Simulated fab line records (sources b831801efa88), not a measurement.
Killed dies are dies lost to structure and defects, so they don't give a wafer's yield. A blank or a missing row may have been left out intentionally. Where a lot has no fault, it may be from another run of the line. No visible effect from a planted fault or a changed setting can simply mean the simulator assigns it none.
Matching of chambers	flow sky130	SKY_VIA4_CMP_21 on cmp-01 has 4 sister chambers
The step polishes, stops on SiO2, t overpolish 25 s, target thk 0 nm. 33 wafers are shown with their chamber, then 12 later ones without.

WAFERS PAIRED WITH THEIR CHAMBERS
wafer	chamber	motor_current_A (A)	time_to_endpoint_s (s)	overpolish_run_s (s)
L074.1	3	9.2	120	25.001
L074.2	2	12.6	120	25.005
L074.3	0	11.3	121	25.009
L077.2	3	9.4	123	24.995
L077.4	1	10.5	123	24.991
L077.6	1	10.8	120	24.996
L078.3	2	11.7	124	25.000
L078.4	1	10.8	122	25.009
L078.6	2	11.6	127	24.995
L081.1	1	10.3	127	24.994
L081.4	0	11.4	126	25.006
L081.5	2	11.6	129	24.992
L080.1	1	10.3	126	25.006
L080.3	0	11.8	122	25.004
L080.6	2	11.9	124	24.992
L079.2	1	11.0	127	24.994
L079.3	0	11.8	127	24.988
L079.5	0	11.5	125	24.999
L085.3	0	11.4	127	24.992
L085.4	3	9.5	125	24.997
L085.6	0	12.5	125	25.009
L084.1	0	11.0	121	24.992
L084.2	1	11.2	126	25.003
L084.5	2	11.7	124	25.007
L086.1	2	11.6	130	24.990
L086.4	3	8.9	125	24.987
L086.6	2	12.2	129	25.001
L088.3	2	11.0	120	25.012
L088.5	3	9.4	118	25.008
L088.6	0	11.0	119	24.990
L089.3	2	11.6	123	24.994
L089.5	0	11.2	118	25.005
L089.6	1	10.3	119	24.997

SIGNATURES (means of the wafers above)
reading	chamber 0	chamber 1	chamber 2	chamber 3	scatter within a chamber
motor_current_A	11.490	10.650	11.750	9.280	0.395
time_to_endpoint_s	123.10	123.75	125.00	122.20	3.36
overpolish_run_s	24.99940	24.99875	24.99880	24.99760	0.0075
Rule: for each reading, subtract the chamber's mean from the wafer's reading, divide by that reading's scatter and square the result; add these up over the readings and take the root, which gives the wafer's distance from the chamber. The wafer belongs to the nearest chamber; if the next one is less than 2 further off, it can't be placed. The scatter: the root of (the sum of the squares of (reading less its chamber's mean) over the shown wafers, divided by (wafers less chambers)).

WAFERS WITH NO CHAMBER GIVEN
wafer	motor_current_A (A)	time_to_endpoint_s (s)	overpolish_run_s (s)
L091.1	12.7	124	24.998
L091.5	10.8	124	25.001
L091.6	9.2	125	25.007
L092.1	11.4	121	24.997
L092.3	9.9	125	25.017
L092.4	11.4	128	24.986
L094.3	9.5	127	24.989
L094.4	11.5	126	25.021
L094.6	9.9	124	24.989
L096.1	11.6	119	25.004
L096.2	12.1	121	25.000
L096.5	12.0	119	24.999

THE CHAMBER EACH PASSED THROUGH
wafer	from the rows above	in truth
L091.1	can't be placed: 2 or 0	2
L091.5	can't be placed: 1 or 0 or 2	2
L091.6	3	3
L092.1	can't be placed: 0 or 2 or 1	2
L092.3	can't be placed: 1 or 3 or 0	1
L092.4	can't be placed: 2 or 0 or 1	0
L094.3	can't be placed: 3 or 1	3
L094.4	can't be placed: 0 or 2 or 1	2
L094.6	can't be placed: 3 or 1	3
L096.1	can't be placed: 0 or 2 or 1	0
L096.2	can't be placed: 2 or 0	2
L096.5	can't be placed: 0 or 2 or 1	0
1 of 12 placed correctly. Can't be placed from these rows: 11 (the true chamber is among the candidates in 11). Placed wrongly: 0.
